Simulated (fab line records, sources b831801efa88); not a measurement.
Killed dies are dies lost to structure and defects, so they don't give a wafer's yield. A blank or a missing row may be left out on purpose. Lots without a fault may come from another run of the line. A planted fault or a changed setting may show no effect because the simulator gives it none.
One fault seen from 2 desks | flow gf180mcu | each desk has only its own numbers; what lay behind them comes last

THE METROLOGY DESK
What the gauges read, lot by lot, whatever tool the lot ran on: means of the sampled wafers that have a number. A lot is out of limits, marked OUT, if its mean lies more than 4 standard deviations from the usual mean; the brackets give that distance.
Columns: A = V4_W_RS at GF_V4_RS_MEAS_24, usual 0.327 ohm/sq; B = V4_W_THK at GF_V4_THK_MEAS_25, usual 358 nm; C = MIM_CVD_05_THK at GF_MIM_THK_MEAS_06, usual 42.0 nm; D = MIM_ALCU_RS at GF_MIM_RS_MEAS_10, usual 0.1605 ohm/sq; E = MIM_ALCU_THK at GF_MIM_THK_MEAS_11, usual 200.8 nm; F = cd_nm at GF_M5_CD_MEAS_07, usual 280.0 nm; G = M5_OVL at GF_M5_OVL_MEAS_08, usual -5 nm
lot  | first seen here | A     | B   | C    | D      | E     | F     | G
L779 | day 27 19:17    | 0.331 | 357 | 41.9 | 0.1618 | 198.1 | 278.9 | -6
L780 | day 28 01:58    | 0.326 | 364 | 42.1 | 0.1584 | 202.5 | 281.4 | 1
L784 | day 29 02:00    | 0.324 | 362 | 41.9 | 0.1595 | 201.0 | 280.7 | -13
L787 | day 30 05:42    | 0.326 | 355 | 42.1 | 0.1604 | 201.3 | 280.2 | -5
L788 | day 30 10:27    | 0.333 | 348 | 42.1 | 0.1580 | 202.9 | 278.6 | -10
L793 | day 31 11:50    | 0.329 | 363 | 41.6 | 0.1595 | 199.7 | 279.5 | -7
This desk's finding: nothing out of limits on any of the 6 lots.

THE TOOL OWNER'S DESK: pvd_sputter-01
The tool's own readings at GF_MIM_SPUTTER_09 (material TiN, target thk 35 nm, time 29.2 s): means of the sampled wafers that have a number, for each lot that ran on this tool. A lot is out of limits, marked OUT, if its mean lies more than 4 standard deviations from the usual mean; the brackets give that distance.
Columns: A = cathode_dc_power_W at GF_MIM_SPUTTER_09, usual 6499.9 W; B = throttle_valve_pct at GF_MIM_SPUTTER_09, usual 30.4 %
lot  | first seen here | A                        | B
L784 | day 29 02:52    | 6499.7                   | 31.3
L788 | day 30 11:19    | 7141.7 (+99 or more) OUT | 30.4
L793 | day 31 12:41    | 7140.5 (+99 or more) OUT | 32.0
This desk's finding: out of limits on L788, L793; first on L788, day 30 11:19 (cathode_dc_power_W at GF_MIM_SPUTTER_09). In limits: L784.

PUT TOGETHER
The tool owner's desk could have raised an alarm at day 30 11:19, on L788, L793.
The metrology desk saw nothing out of limits.
The metrology desk has L788, L793 on record, within its limits.
Of the lots named, all ran GF_MIM_SPUTTER_09 on pvd_sputter-01.

WHAT THE SIMULATOR HAD PUT IN
Process parameter drift: pvd_sputter-01, from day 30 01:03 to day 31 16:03, at GF_MIM_SPUTTER_09. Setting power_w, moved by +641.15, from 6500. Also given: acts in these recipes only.
Lots struck among those shown: L788, L793.
Hours from the fault's start to each desk's first reading out of limits: the tool owner's desk, 10.
